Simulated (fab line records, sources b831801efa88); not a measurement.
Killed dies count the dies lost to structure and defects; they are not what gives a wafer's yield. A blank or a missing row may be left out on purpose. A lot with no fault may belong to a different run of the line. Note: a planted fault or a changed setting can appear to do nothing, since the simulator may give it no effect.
fab line records	flow gf180mcu
record lots=13	wafers=39	lastDay=34
route steps=602 shown STI@23 LVPWELL@58
lots that met no fault: taken from a fault-free run of the same line
startH: start of the lot's first displayed wafer, in hours after the record's first day	waitH: how many hours have passed since the lot's step before this one	" repeats the value in the row above	L1.1+2: one row covering several wafers at once	- no value present, or no start provided	* or withheld: withheld	< > ~ a bound
route shown NAME@n: names a module that has steps shown in the file, with the first one's number in the route	usual: average and standard deviation across the fault-free wafers	same: alike in all rows	chamber/n: place in a boat	sites: readings site by site	_std_site: their standard deviation	_edge_site: mean of outer sites minus mean of inner sites	radiusMm: for every site, how far away it sits from the centre of the wafer	mask NAME#n: copy n	behind: the most recent tool/chamber to have shaped the wafer	hold: why the lot went on hold/how many hours it stayed there/how the hold came to an end	device: the n, p or np transistor that did not switch	end of line: the route-end tests of the same wafers	a step with no rows: only its recipe	killed: the dies lost at the first sort to structure and to defects; this is not the yield of the wafer	map: shows each die of a wafer: x if killed, . if not, _ if none is there
set.NAME: the setting as run; set.NAME@STEP: as run at that earlier step	model.NAME: the simulator's own value behind a step, which no gauge read
one table for each step of the route and one row for each wafer, over a sample of lots
services: the hour from which a tool's chamber was out of use, counted from the record's first day as startH (under 0 if before that day), plus the number of hours and why
## steps
# step GF_STI_THK_MEAS_22
# recipe reads=SiO2_of_STI_OXIDATION_21
# usual STI_OXIDATION_01_THK=15.2/0.31
lot.wafer	tool	chamber	startH	waitH	STI_OXIDATION_01_THK[nm]
L263.1	filmMetro-04	-	27.84	0.0	15.2
L263.2	"	-	"	"	15.1
L263.5	"	-	"	"	15.2
L265.1	filmMetro-03	-	37.64	0.0	15.0
L265.2	"	-	"	"	15.0
L265.5	"	-	"	"	15.0
L266.2	filmMetro-02	-	42.03	0.0	15.5
L266.3	"	-	"	"	15.5
L266.5	"	-	"	"	15.3
L267.1	filmMetro-03	-	47.80	0.0	15.0
L267.5	"	-	"	"	14.8
L267.6	"	-	"	"	14.7
L268.3	filmMetro-04	-	54.66	0.0	15.3
L268.4	"	-	"	"	15.2
L268.6	"	-	"	"	15.2
L270.3	filmMetro-03	-	62.74	0.0	15.1
L270.5	"	-	"	"	15.0
L270.6	"	-	"	"	15.0
L273.2	filmMetro-03	-	80.65	0.0	15.4
L273.3	"	-	"	"	15.0
L273.5	"	-	"	"	15.1
L274.4	filmMetro-04	-	84.65	0.0	15.1
L274.5	"	-	"	"	15.3
L274.6	"	-	"	"	15.0
L276.1	filmMetro-04	-	94.08	0.0	15.5
L276.3	"	-	"	"	15.4
L276.6	"	-	"	"	15.4
L281.1	filmMetro-03	-	119.14	0.0	15.5
L281.3	"	-	"	"	15.3
L281.5	"	-	"	"	15.4
L282.3	filmMetro-03	-	125.52	0.0	15.3
L282.4	"	-	"	"	14.9
L282.5	"	-	"	"	15.1
L284.1	filmMetro-02	-	135.82	0.0	15.4
L284.2	"	-	"	"	15.3
L284.6	"	-	"	"	15.3
L285.1	filmMetro-02	-	140.17	0.0	15.2
L285.3	"	-	"	"	15.2
L285.6	"	-	"	"	15.3
# step GF_STI_THK_MEAS_30
# recipe reads=SiO2_of_STI_OXIDATION_29
# usual STI_OXIDATION_02_THK=10.17/0.22
lot.wafer	tool	chamber	startH	waitH	STI_OXIDATION_02_THK[nm]
L263.1	filmMetro-02	-	30.49	0.0	10.28
L263.2	"	-	"	"	10.23
L263.5	"	-	"	"	10.23
L265.1	filmMetro-02	-	40.41	0.0	9.96
L265.2	"	-	"	"	10.07
L265.5	"	-	"	"	10.10
L266.2	filmMetro-02	-	44.76	0.0	10.06
L266.3	"	-	"	"	10.07
L266.5	"	-	"	"	10.14
L267.1	filmMetro-04	-	50.29	0.0	10.28
L267.5	"	-	"	"	10.38
L267.6	"	-	"	"	10.20
L268.3	filmMetro-03	-	57.61	0.0	10.32
L268.4	"	-	"	"	10.27
L268.6	"	-	"	"	10.29
L270.3	filmMetro-04	-	65.37	0.0	10.53
L270.5	"	-	"	"	10.52
L270.6	"	-	"	"	10.45
L273.2	filmMetro-04	-	83.55	0.1	10.20
L273.3	"	-	"	"	10.34
L273.5	"	-	"	"	10.30
L274.4	filmMetro-04	-	87.94	0.0	10.16
L274.5	"	-	"	"	10.08
L274.6	"	-	"	"	10.23
L276.1	filmMetro-04	-	96.61	0.0	10.19
L276.3	"	-	"	"	10.14
L276.6	"	-	"	"	10.17
L281.1	filmMetro-03	-	121.62	0.0	10.01
L281.3	"	-	"	"	9.94
L281.5	"	-	"	"	9.96
L282.3	filmMetro-02	-	128.16	0.0	10.21
L282.4	"	-	"	"	10.41
L282.5	"	-	"	"	10.15
L284.1	filmMetro-03	-	138.37	0.0	9.74
L284.2	"	-	"	"	9.76
L284.6	"	-	"	"	9.66
L285.1	filmMetro-02	-	145.96	0.0	9.80
L285.3	"	-	"	"	9.77
L285.6	"	-	"	"	9.78
# step GF_LVPWELL_EXPOSE_04
# recipe maskId=LVPWELL	targetCdNm=600	na=0.6	sourceShape=conventional	sigmaOuter=0.6	doseMj=260
lot.wafer	tool	chamber	startH	waitH	mask
L263.1+2+5	ilineStepper-02	0	61.64	-	LVPWELL#0
L265.1+2+5	ilineStepper-02	0	74.33	-	LVPWELL#0
L266.2+3+5	ilineStepper-02	0	77.91	-	LVPWELL#0
L267.1+5+6	ilineStepper-01	0	82.67	-	LVPWELL#0
L268.3+4+6	ilineStepper-02	0	91.95	-	LVPWELL#0
L270.3+5+6	ilineStepper-01	0	101.74	-	LVPWELL#0
L273.2+3+5	ilineStepper-02	0	119.83	-	LVPWELL#0
L274.4+5+6	ilineStepper-01	0	124.13	-	LVPWELL_R1#0
L276.1+3+6	ilineStepper-01	0	134.47	-	LVPWELL#0
L281.1+3+5	ilineStepper-01	0	161.53	-	LVPWELL#0
L282.3+4+5	ilineStepper-02	0	167.76	-	LVPWELL#0
L284.1+2+6	ilineStepper-01	0	179.23	-	LVPWELL#0
L285.1+3+6	ilineStepper-01	0	185.79	-	LVPWELL#0
# step GF_VT_IMPLANT_RS_MEAS_48
# recipe thkMeasGauge=four-point-probe
# usual LVPWELL_RS=1196/3.1
lot.wafer	tool	chamber	startH	waitH	LVPWELL_RS[ohm/sq]
L263.1	filmMetro-01	-	156.24	0.1	1194
L263.2	"	-	"	"	1192
L263.5	"	-	"	"	1194
L265.1	filmMetro-03	-	172.28	0.1	1200
L265.2	"	-	"	"	1202
L265.5	"	-	"	"	1200
L266.2	filmMetro-01	-	177.59	0.1	1198
L266.3	"	-	"	"	1199
L266.5	"	-	"	"	1199
L267.1	filmMetro-01	-	182.43	0.1	1194
L267.5	"	-	"	"	1195
L267.6	"	-	"	"	1193
L268.3	filmMetro-01	-	193.93	0.1	1190
L268.4	"	-	"	"	1196
L268.6	"	-	"	"	1195
L270.3	filmMetro-01	-	205.72	0.1	1194
L270.5	"	-	"	"	1198
L270.6	"	-	"	"	1196
L273.2	filmMetro-03	-	226.79	0.1	1194
L273.3	"	-	"	"	1197
L273.5	"	-	"	"	1193
L274.4	filmMetro-02	-	232.43	0.1	1198
L274.5	"	-	"	"	1198
L274.6	"	-	"	"	1199
L276.1	filmMetro-03	-	244.67	0.1	1202
L276.3	"	-	"	"	1202
L276.6	"	-	"	"	1199
L281.1	filmMetro-03	-	278.72	0.1	1195
L281.3	"	-	"	"	1200
L281.5	"	-	"	"	1195
L282.3	filmMetro-03	-	284.02	0.1	1197
L282.4	"	-	"	"	1194
L282.5	"	-	"	"	1197
L284.1	filmMetro-02	-	300.43	0.1	1193
L284.2	"	-	"	"	1195
L284.6	"	-	"	"	1195
L285.1	filmMetro-03	-	309.37	0.1	1200
L285.3	"	-	"	"	1195
L285.6	"	-	"	"	1196
## services
tool	chamber	startH	hours	kind
ilineStepper-02	-	46.09	1.7	pm
ilineStepper-01	-	61.41	4.4	pm
ilineStepper-02	-	76.94	0.8	repair
## key
firstSign step=GF_LVPWELL_EXPOSE_04	reading=mask	direction=changed
effect none on later readings
metAt GF_LVPWELL_EXPOSE_04
struckLots L274
sortLeftOut L274.4,L274.5,L274.6
testerLeftOut L274
notActingAt GF_STI_THK_MEAS_22,GF_STI_THK_MEAS_30,GF_VT_IMPLANT_RS_MEAS_48
onsetBetween 101.74 124.13
fault kind=wrongMask	tool=any	chamber=-	onsetH=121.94	steps=GF_LVPWELL_EXPOSE_04	auxCopy=LVPWELL_R1#0	cdOffsetNm=-72	scope=struckLotsOnly
# testerLeftOut: of these lots the tester's yield and bins aren't shown, on N5 and GAA mostly nor the transistor test; their killed dies are dies lost to structure and defects alone, not to doping, threshold or leakage, so they don't give the yield
# sortLeftOut: the simulated sort isn't trusted on such a fault, so these wafers' sort isn't shown, and their yield isn't known
